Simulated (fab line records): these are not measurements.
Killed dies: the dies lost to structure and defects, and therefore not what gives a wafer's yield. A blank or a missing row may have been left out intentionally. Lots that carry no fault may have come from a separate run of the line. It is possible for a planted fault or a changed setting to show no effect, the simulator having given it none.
Chamber matching -- flow sky130 -- cmp-01 running SKY_CONTACT_CMP_04: 4 sister chambers
The step polishes SiO2. 16 wafers are shown with their chamber, then 8 later ones without.

## EACH WAFER AND ITS CHAMBER
wafer,chamber,motor_current_A (A),time_to_endpoint_s (s)
L750.1,1,10.6,81
L750.4,2,10.9,79
L750.6,1,11.2,80
L754.3,0,11.8,82
L754.4,2,10.4,80
L754.5,1,10.9,76
L758.1,3,11.2,75
L758.2,0,12.9,80
L758.6,1,10.6,77
L766.1,1,10.6,78
L766.3,0,12.8,76
L766.6,2,10.4,83
L767.2,2,10.8,79
L767.3,1,11.1,72
L767.6,2,10.6,77
L768.4,0,12.8,77

SIGNATURES (averages over the wafers above)
reading,chamber 0,chamber 1,chamber 2,chamber 3,scatter within a chamber
motor_current_A,12.575,10.833,10.620,11.200,0.34
time_to_endpoint_s,78.75,77.33,79.60,75.00,2.79
Rule: a wafer lies at a distance from a chamber equal to the root of the sum of squares, over the readings, of (its reading less the chamber's mean, divided by the reading's scatter). The wafer belongs to the nearest chamber; if the next one is less than 2 further off, it can't be placed. The scatter: take each reading less its chamber's mean, square it, sum over the shown wafers, divide by the number of wafers less the number of chambers, and take the root.

## WAFERS MISSING THEIR CHAMBER
wafer,motor_current_A (A),time_to_endpoint_s (s)
L768.5,11.1,78
L768.6,12.2,75
L769.3,11.1,79
L769.4,10.8,86
L769.6,10.7,80
L770.2,11.3,82
L770.3,10.3,76
L770.5,12.5,81

## THE CHAMBER EACH PASSED THROUGH
wafer,from the rows above,in truth
L768.5,can't be placed: 1 or 3 or 2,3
L768.6,can't be placed: 0 or 3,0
L769.3,can't be placed: 1 or 2 or 3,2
L769.4,can't be placed: 2 or 1 or 3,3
L769.6,can't be placed: 2 or 1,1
L770.2,can't be placed: 1 or 2 or 3 or 0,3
L770.3,can't be placed: 2 or 1 or 3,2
L770.5,0,0
Correctly placed: 1 of 8. Can't be placed from these rows: 7 (the true chamber is among the candidates in 7). Wrongly placed: 0.
